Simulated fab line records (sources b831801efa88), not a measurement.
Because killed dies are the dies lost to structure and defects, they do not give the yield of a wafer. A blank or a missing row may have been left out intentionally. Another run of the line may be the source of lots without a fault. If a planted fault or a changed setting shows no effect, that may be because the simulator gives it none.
fab line records -- flow sky130
[record] lots = 12, wafers = 36, lastDay = 50
route steps=708 shown METAL1@438 CAP2M@616 METAL4@633 PASSIVATION@682 PAD_OPEN@708
lots with no fault: from the same line, run without faults
startH: hours from the record's first day to the start of the lot's first wafer shown -- waitH: how many hours have passed since the lot's step before this one -- " unchanged from the row above -- L1.1+2: a row that stands for several wafers -- - no value, or no start given -- * or withheld: withheld -- < > ~ a bound
route shown NAME@n: NAME is a module with steps in the file, n the number in the route of the first one -- usual: the fault-free wafers' mean and standard deviation -- same: alike in all rows -- chamber/n: place in a boat -- sites: the reading at each site -- _std_site: how widely they spread, as a standard deviation -- _edge_site: inner sites' mean taken away from outer sites' mean -- radiusMm: how far each site lies from the wafer's centre -- mask NAME#n: copy n -- behind: the last tool/chamber to shape the wafer -- hold: why the lot was held/for how many hours/how that ended -- device: which transistor (n, p or np) failed to switch -- end of line: tests of these same wafers at the route's end -- a step with no rows: only its recipe -- killed: dies that structure and defects cost at the first sort, which is not the same as the wafer's yield -- map: shows each die of a wafer: x if killed, . if not, _ if none is there
set.NAME: the setting as run; set.NAME@STEP: as run at that earlier step -- model.NAME: the simulator's own value behind a step, which no gauge read
the route's steps for a sample of lots (tables are steps, rows are wafers)
services: the hour from which a tool's chamber was out of use, counted from the record's first day as startH (under 0 if before that day), plus the number of hours and why
[[steps]]
[step SKY_METAL1_SPUTTER_04]
[recipe] material = TiN, targetThkNm = 70, powerW = 6500, timeS = 58.3, chamberPressurePa = 0.4
[usual] throttleValvePct = 30.1/0.91
lot.wafer,tool,chamber,startH,waitH,throttleValvePct
L513.1,pvdSputter-02,-,732.48,0.0,29.3
L513.2,pvdSputter-02,-,732.48,0.0,29.3
L513.5,pvdSputter-02,-,732.48,0.0,29.4
L514.1,pvdSputter-02,-,734.55,0.0,28.7
L514.4,pvdSputter-02,-,734.55,0.0,29.1
L514.5,pvdSputter-02,-,734.55,0.0,29.1
L516.1,pvdSputter-04,-,767.64,0.0,31.1
L516.4,pvdSputter-04,-,767.64,0.0,31.2
L516.5,pvdSputter-04,-,767.64,0.0,31.2
L518.2,pvdSputter-04,-,782.48,0.0,30.9
L518.4,pvdSputter-04,-,782.48,0.0,29.8
L518.5,pvdSputter-04,-,782.48,0.0,31.1
L517.3,pvdSputter-04,-,784.22,0.0,30.8
L517.4,pvdSputter-04,-,784.22,0.0,29.6
L517.6,pvdSputter-04,-,784.22,0.0,30.9
L520.3,pvdSputter-04,-,800.71,0.0,31.0
L520.5,pvdSputter-04,-,800.71,0.0,29.9
L520.6,pvdSputter-04,-,800.71,0.0,31.2
L521.1,pvdSputter-04,-,801.86,0.0,31.2
L521.3,pvdSputter-04,-,801.86,0.0,30.9
L521.5,pvdSputter-04,-,801.86,0.0,31.0
L522.1,pvdSputter-04,-,802.96,0.0,31.1
L522.5,pvdSputter-04,-,802.96,0.0,29.9
L522.6,pvdSputter-04,-,802.96,0.0,30.9
L523.1,pvdSputter-04,-,815.02,0.0,30.8
L523.3,pvdSputter-04,-,815.02,0.0,31.4
L523.5,pvdSputter-04,-,815.02,0.0,31.0
L524.1,pvdSputter-01,-,825.25,0.0,29.8
L524.3,pvdSputter-01,-,825.25,0.0,31.1
L524.4,pvdSputter-01,-,825.25,0.0,29.9
L531.2,pvdSputter-04,-,882.99,0.0,31.2
L531.5,pvdSputter-04,-,882.99,0.0,30.9
L531.6,pvdSputter-04,-,882.99,0.0,31.1
L535.1,pvdSputter-04,-,904.09,0.0,31.1
L535.3,pvdSputter-04,-,904.09,0.0,31.1
L535.6,pvdSputter-04,-,904.09,0.0,30.9
[step SKY_CAP2M_METAL_ETCH_13]
[recipe] targetDepthNm = 220, stopOn = SiO2, chemistry = Cl2/BCl3, target = TiN, pressureMtorr = 10, icpW = 900, biasW = 48.5, Cl2_flow_sccm = 60, bcl3FlowSccm = 30, timeS = 62.9
[usual] drypumpMotorCurrentA = 5.4/0.35, oesProductAu = 0.942/0.0057, throttleValvePct = 21.900/0.0097
lot.wafer,tool,chamber,startH,waitH,drypumpMotorCurrentA,oesProductAu,rfHoursCounterH,throttleValvePct
L513.1,rieMetal-02,1,952.07,0.0,5.1,0.947,14,21.901
L513.2,rieMetal-02,0,952.07,0.0,5.3,0.936,3,21.902
L513.5,rieMetal-02,0,952.07,0.0,5.3,0.934,-,21.897
L514.1,rieMetal-04,0,955.62,0.0,5.0,0.933,6,21.886
L514.4,rieMetal-04,1,955.62,0.0,5.8,0.951,-,21.907
L514.5,rieMetal-04,0,955.62,0.0,5.0,0.946,-,21.896
L516.1,rieMetal-01,0,982.97,0.0,5.3,0.943,11,21.899
L516.4,rieMetal-01,0,982.97,0.0,5.4,0.944,-,21.900
L516.5,rieMetal-01,0,982.97,0.0,5.4,0.938,-,21.894
L518.2,rieMetal-01,1,996.00,0.0,5.9,0.942,14,21.899
L518.4,rieMetal-01,1,996.00,0.0,5.9,0.945,-,21.913
L518.5,rieMetal-01,1,996.00,0.0,5.9,0.940,-,21.889
L517.3,rieMetal-04,0,998.01,0.0,5.0,0.947,-,21.893
L517.4,rieMetal-04,1,998.01,0.0,5.8,0.947,-,21.921
L517.6,rieMetal-04,1,998.01,0.0,5.9,0.946,-,21.887
L520.3,rieMetal-02,1,1013.67,0.0,5.1,0.946,-,21.879
L520.5,rieMetal-02,1,1013.67,0.0,5.0,0.952,-,21.895
L520.6,rieMetal-02,0,1013.67,0.0,5.3,0.943,-,21.892
L521.1,rieMetal-01,0,1014.48,0.0,5.3,0.942,13,21.901
L521.3,rieMetal-01,0,1014.48,0.0,5.3,0.938,-,21.903
L521.5,rieMetal-01,1,1014.48,0.0,5.8,0.942,-,21.901
L522.1,rieMetal-04,1,1016.18,0.0,5.9,0.951,10,21.903
L522.5,rieMetal-04,0,1016.18,0.0,5.0,0.942,-,21.902
L522.6,rieMetal-04,1,1016.18,0.0,5.9,0.943,-,21.886
L523.1,rieMetal-04,1,1024.05,0.0,5.9,0.939,10,21.921
L523.3,rieMetal-04,1,1024.05,0.0,5.9,0.932,-,21.907
L523.5,rieMetal-04,1,1024.05,0.0,5.8,0.942,-,21.912
L524.1,rieMetal-01,0,1032.82,0.0,5.3,0.950,14,21.894
L524.3,rieMetal-01,0,1032.82,0.0,5.4,0.940,-,21.900
L524.4,rieMetal-01,1,1032.82,0.0,5.8,0.951,-,21.903
L531.2,rieMetal-01,1,1080.73,0.0,5.8,0.935,19,21.904
L531.5,rieMetal-01,0,1080.73,0.0,5.3,0.937,-,21.889
L531.6,rieMetal-01,1,1080.73,0.0,5.8,0.944,-,21.883
L535.1,rieMetal-01,0,1098.53,0.0,5.3,0.937,18,21.884
L535.3,rieMetal-01,1,1098.53,0.0,5.8,0.938,-,21.917
L535.6,rieMetal-01,0,1098.53,0.0,5.3,0.933,-,21.907
[step SKY_METAL4_ETCH_17]
[recipe] target = SiO2, stopOn = TiN, chemistry = C4F8/O2/Ar, sourceW = 1500, biasW = 1200, pressureMtorr = 40, c4f8FlowSccm = withheld, O2_flow_sccm = 6, Ar_flow_sccm = 300, timeS = 3.9, targetDepthA = 150
[usual] oesProductAu = 0.754/0.0084
lot.wafer,tool,chamber,startH,waitH,oesProductAu,rfHoursCounterH
L513.1,rieDiel-02,0,977.62,0.1,0.760,12
L513.2,rieDiel-02,1,977.62,0.1,0.756,17
L513.5,rieDiel-02,1,977.62,0.1,0.764,-
L514.1,rieDiel-04,3,980.62,0.1,0.742,11
L514.4,rieDiel-04,3,980.62,0.1,0.759,-
L514.5,rieDiel-04,1,980.62,0.1,0.753,-
L516.1,rieDiel-01,3,1007.43,0.1,0.754,23
L516.4,rieDiel-01,0,1007.43,0.1,0.755,17
L516.5,rieDiel-01,2,1007.43,0.1,0.762,-
L518.2,rieDiel-04,2,1020.10,0.1,0.750,1
L518.4,rieDiel-04,0,1020.10,0.1,0.757,6
L518.5,rieDiel-04,1,1020.10,0.1,0.744,-
L517.3,rieDiel-02,0,1021.40,0.0,0.756,13
L517.4,rieDiel-02,2,1021.40,0.0,0.740,19
L517.6,rieDiel-02,0,1021.40,0.0,0.752,-
L520.3,rieDiel-01,2,1037.03,0.0,0.754,13
L520.5,rieDiel-01,2,1037.03,0.0,0.746,-
L520.6,rieDiel-01,1,1037.03,0.0,0.758,-
L521.1,rieDiel-01,3,1038.33,0.1,0.740,24
L521.3,rieDiel-01,2,1038.33,0.1,0.753,13
L521.5,rieDiel-01,0,1038.33,0.1,0.755,-
L522.1,rieDiel-02,1,1039.33,0.1,0.768,19
L522.5,rieDiel-02,3,1039.33,0.1,0.773,-
L522.6,rieDiel-02,0,1039.33,0.1,0.763,-
L523.1,rieDiel-02,2,1047.08,0.1,0.748,20
L523.3,rieDiel-02,1,1047.08,0.1,0.744,19
L523.5,rieDiel-02,2,1047.08,0.1,0.750,-
L524.1,rieDiel-01,0,1055.40,0.1,0.742,18
L524.3,rieDiel-01,3,1055.40,0.1,0.740,25
L524.4,rieDiel-01,2,1055.40,0.1,0.750,13
L531.2,rieDiel-04,3,1101.98,0.1,0.758,15
L531.5,rieDiel-04,2,1101.98,0.1,0.763,-
L531.6,rieDiel-04,3,1101.98,0.1,0.771,-
L535.1,rieDiel-01,0,1120.18,0.1,0.738,21
L535.3,rieDiel-01,1,1120.18,0.1,0.753,21
L535.6,rieDiel-01,1,1120.18,0.1,0.758,-
[step SKY_PASSIVATION_THK_MEAS_01]
[recipe] reads = SiO2_of_PASSIVATION_CVD_00
[usual] PASSIVATION_CVD_00_THK = 89.8/1.1
lot.wafer,tool,chamber,startH,waitH,PASSIVATION_CVD_00_THK[nm]
L513.1,filmMetro-04,-,1026.89,-,89.8
L513.2,filmMetro-04,-,1026.89,-,89.3
L513.5,filmMetro-04,-,1026.89,-,91.7
L514.1,filmMetro-01,-,1029.35,-,90.3
L514.4,filmMetro-01,-,1029.35,-,90.6
L514.5,filmMetro-01,-,1029.35,-,90.0
L516.1,filmMetro-01,-,1055.52,-,87.1
L516.4,filmMetro-01,-,1055.52,-,90.8
L516.5,filmMetro-01,-,1055.52,-,89.0
L518.2,filmMetro-01,-,1067.68,-,88.9
L518.4,filmMetro-01,-,1067.68,-,90.4
L518.5,filmMetro-01,-,1067.68,-,89.6
L517.3,filmMetro-04,-,1068.20,-,89.0
L517.4,filmMetro-04,-,1068.20,-,88.8
L517.6,filmMetro-04,-,1068.20,-,90.0
L520.3,filmMetro-04,-,1082.86,-,89.2
L520.5,filmMetro-04,-,1082.86,-,91.3
L520.6,filmMetro-04,-,1082.86,-,90.8
L521.1,filmMetro-01,-,1085.07,-,89.7
L521.3,filmMetro-01,-,1085.07,-,89.0
L521.5,filmMetro-01,-,1085.07,-,90.3
L522.1,filmMetro-01,-,1085.18,-,89.7
L522.5,filmMetro-01,-,1085.18,-,91.8
L522.6,filmMetro-01,-,1085.18,-,91.3
L523.1,filmMetro-01,-,1091.51,-,90.1
L523.3,filmMetro-01,-,1091.51,-,89.4
L523.5,filmMetro-01,-,1091.51,-,90.9
L524.1,filmMetro-04,-,1100.25,-,89.7
L524.3,filmMetro-04,-,1100.25,-,88.3
L524.4,filmMetro-04,-,1100.25,-,89.4
L531.2,filmMetro-04,-,1144.38,-,90.5
L531.5,filmMetro-04,-,1144.38,-,88.2
L531.6,filmMetro-04,-,1144.38,-,91.2
L535.1,filmMetro-04,-,1160.01,-,88.6
L535.3,filmMetro-04,-,1160.01,-,89.5
L535.6,filmMetro-04,-,1160.01,-,91.4
[step SKY_PAD_OPEN_PROBE_99]
[usual] defectLimitedYield = 82.2/1.9, killed_at_M0_to_M3 = 44/6.9, killed_at_M4_up = 3.3/1.8, killedAtContacts = 24/5, killedAtFrontEnd = 16/4.6, killedAtOther = 0.2/0.42, killedDies = 88/9.2, killedOpen = 48/7.3, killedShort = 40/6.5, sort_bin_3_pad_short = 0.9/0.43, sort_bin_5_function = 10.6/1.5, sort_bin_6_memory = 6.4/1.1, sortNPass = 404/9.2, sortYieldPct = 82.2/1.9
[same] grossDies = 492, killedAtBackSide = 0, sort_bin_4_leakage[%] = 0, sort_bin_8_speed[%] = 0
lot.wafer,tool,chamber,startH,waitH,defectLimitedYield[%],killed_at_M0_to_M3,killed_at_M4_up,killedAtContacts,killedAtFrontEnd,killedAtOther,killedDies,killedOpen,killedShort,sort_bin_3_pad_short[%],sort_bin_5_function[%],sort_bin_6_memory[%],sortNPass,sortYieldPct[%]
L531.2,prober-02,-,1181.05,0.1,73.4,87,3,23,18,0,131,57,34,1.8,18.3,6.5,361,73.4
L531.5,prober-02,-,1181.20,0.2,83.1,33,4,22,24,0,83,41,42,0.8,10.8,5.3,409,83.1
L531.6,prober-02,-,1181.25,0.2,76.0,87,4,17,10,0,118,45,28,3.0,14.6,6.3,374,76.0
L535.1,prober-01,-,1195.83,0.1,71.7,97,2,24,16,0,139,56,39,2.4,18.5,7.3,353,71.7
L535.3,prober-01,-,1195.93,0.2,82.7,51,3,22,9,0,85,48,37,1.0,10.2,6.1,407,82.7
L535.6,prober-01,-,1196.08,0.2,71.7,92,1,26,20,0,139,56,39,2.8,17.9,7.5,353,71.7
// killed by level:class
L531.2 METAL1:unspecified=40 LI_CONTACT:geometricParticle:open=11 VIA1:geometricParticle:open=9 POLY_GATE:geometricParticle:short=7 VIA3:geometricParticle:open=7 METAL1:geometricParticle:short=6 CONTACT:geometricParticle:open=5 METAL3:geometricParticle:open=5
L531.5 VIA1:geometricParticle:open=7 POLY_GATE:geometricParticle:short=6 LI_CONTACT:geometricParticle:open=6 VIA2:geometricParticle:open=6 FIELD_ISO:geometricParticle:short=5 LOCAL_INTERCONNECT:geometricParticle:short=5 CONTACT:geometricParticle:open=5 METAL2:geometricParticle:short=5
L531.6 METAL1:unspecified=44 VIA1:geometricParticle:open=12 VIA2:geometricParticle:open=9 CONTACT:geometricParticle:open=9 VIA3:geometricParticle:open=7 FIELD_ISO:geometricParticle:short=4 METAL1:geometricParticle:short=4 METAL2:geometricParticle:short=4
L535.1 METAL1:unspecified=44 VIA1:geometricParticle:open=13 VIA2:geometricParticle:open=11 CONTACT:geometricParticle:short=8 POLY_GATE:geometricParticle:open=7 CONTACT:geometricParticle:open=7 VIA2:geometricParticle:short=7 LI_CONTACT:geometricParticle:open=6
L535.3 VIA3:geometricParticle:open=10 METAL2:geometricParticle:open=9 LI_CONTACT:geometricParticle:open=7 VIA2:geometricParticle:open=7 POLY_GATE:geometricParticle:short=6 CONTACT:geometricParticle:open=6 VIA1:geometricParticle:open=6 CONTACT:geometricParticle:short=5
L535.6 METAL1:unspecified=43 VIA1:geometricParticle:open=14 CONTACT:geometricParticle:open=12 VIA2:geometricParticle:open=11 METAL1:geometricParticle:short=8 POLY_GATE:geometricParticle:short=7 CONTACT:geometricParticle:short=7 POLY_GATE:geometricParticle:open=5
[[services]]
tool,chamber,startH,hours,kind
pvdSputter-04,-,737.39,2.1,repair
rieDiel-04,2,754.90,6.5,repair
rieDiel-02,1,789.25,8.6,repair
pvdSputter-04,-,799.44,1.1,repair
rieDiel-04,-,807.14,4.0,pm
pvdSputter-04,-,820.51,9.1,repair
rieDiel-01,2,822.98,55.5,repair
rieMetal-01,-,829.91,14.6,pm
rieMetal-01,1,854.97,1.0,repair
rieDiel-02,-,860.85,1.1,repair
pvdSputter-04,-,862.87,2.7,repair
rieDiel-01,-,887.10,0.4,repair
rieMetal-01,1,909.09,22.4,repair
rieDiel-02,-,914.95,2.8,pm
rieDiel-02,-,946.93,28.1,pm
rieMetal-01,1,977.83,9.0,repair
rieDiel-02,0,990.15,3.2,repair
rieDiel-04,-,998.09,2.8,pm
rieMetal-04,-,1013.53,0.4,repair
rieDiel-04,1,1014.65,3.7,repair
rieDiel-01,-,1019.23,0.1,repair
rieDiel-04,0,1033.30,4.2,repair
rieDiel-02,2,1037.51,3.8,repair
rieDiel-02,0,1075.81,6.4,repair
[[key]]
[firstSign] step = SKY_PAD_OPEN_PROBE_99, reading = killed_at_M0_to_M3, direction = up, sigmas = 6.7, usual = 44, struck = 91
[effect] step = SKY_PAD_OPEN_PROBE_99, reading = defectLimitedYield, direction = down, sigmas = 4.8, usual = 82.2, struck = 73.2
metAt SKY_METAL1_SPUTTER_04
struckLots L531,L535
struckWafers L531.2,L531.6,L535.1,L535.6
notActingAt SKY_CAP2M_METAL_ETCH_13,SKY_METAL4_ETCH_17,SKY_PASSIVATION_THK_MEAS_01
onsetBetween 815.02 882.99
[fault] kind = chamberParticleSource, tool = pvdSputter-04, chamber = -, onsetH = 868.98, steps = SKY_METAL1_SPUTTER_04, ratePerVisitCm2 = 0.73681, endH = 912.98, scope = struckWafersOnly
